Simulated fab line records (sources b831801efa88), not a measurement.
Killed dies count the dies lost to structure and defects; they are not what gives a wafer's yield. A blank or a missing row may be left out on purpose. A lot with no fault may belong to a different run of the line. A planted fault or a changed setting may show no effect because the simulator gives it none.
A single fault, viewed from 2 desks ; flow sky130 ; each desk holds nothing but its own numbers, with what lay behind them at the end

## FOR THE TOOL OWNER'S DESK: rie-metal-01
The tool's own readings at SKY_METAL3_METAL_ETCH_18 (etches the open film in Cl2/BCl3, stops on SiO2, target depth 845 nm, time 183.1 s): means of the sampled wafers that have a number, for each lot that ran on this tool. Any lot whose mean is over 4 standard deviations away from the usual mean is out of limits and marked OUT; that distance is given in the brackets.
Columns: A = bias-w at SKY_METAL3_METAL_ETCH_18, usual 48.49 W; B = drypump-motor-current-A at SKY_METAL3_METAL_ETCH_18, usual 5.44 A; C = mfc-cl2-sccm at SKY_METAL3_METAL_ETCH_18, usual 59.99 sccm; D = oes-product-au at SKY_METAL3_METAL_ETCH_18, usual 0.863 a.u.; E = throttle-valve-pct at SKY_METAL3_METAL_ETCH_18, usual 22.264 %
lot;first seen here;A;B;C;D;E
L948;day 41 04:12;48.37;5.56;59.94;0.852;22.261
L950;day 41 11:26;48.34;5.56;60.06;0.870;22.256
L954;day 42 19:25;48.55;5.57;60.06;0.869;22.263
L959;day 44 02:20;44.93 (-24) OUT;5.57;59.84;0.868;22.267
This desk's verdict: out of limits on L959, starting with L959 at day 44 02:20 (bias-w at SKY_METAL3_METAL_ETCH_18). L948, L950, L954: within limits.

## FROM THE METROLOGY DESK
What the gauges read, lot by lot, whatever tool the lot ran on: means of the sampled wafers that have a number. Any lot whose mean is over 4 standard deviations away from the usual mean is out of limits and marked OUT; that distance is given in the brackets.
Columns: A = METAL2_OVL at SKY_METAL2_OVL_MEAS_16, usual -2 nm
lot;first seen here;A
L943;day 36 00:32;-2
L947;day 37 16:15;-5
L948;day 37 19:52;-3
L950;day 38 03:15;1
L951;day 38 20:06;-2
L953;day 39 04:45;-5
L954;day 39 13:14;-7
L959;day 40 22:10;-6
L960;day 41 00:56;-3
L963;day 42 01:39;2
L966;day 42 22:03;-2
This desk found nothing out of limits on any of the 11 lots.

## TAKEN TOGETHER
At day 44 02:20, on L959, the tool owner's desk was in a position to raise an alarm.
The metrology desk saw nothing out of limits.
The metrology desk holds a record of L959, inside its limits.
All the named lots went through SKY_METAL3_METAL_ETCH_18 on rie-metal-01.

## WHAT HAD BEEN PUT IN BY THE SIMULATOR
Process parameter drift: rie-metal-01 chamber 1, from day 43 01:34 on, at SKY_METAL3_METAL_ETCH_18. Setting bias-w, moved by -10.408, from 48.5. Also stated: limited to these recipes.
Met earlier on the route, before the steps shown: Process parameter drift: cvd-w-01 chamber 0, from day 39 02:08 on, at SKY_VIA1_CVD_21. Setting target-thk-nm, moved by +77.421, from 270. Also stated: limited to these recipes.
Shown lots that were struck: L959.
How many hours passed from the start of the fault until each desk's first out-of-limits reading: the tool owner's desk, 25.
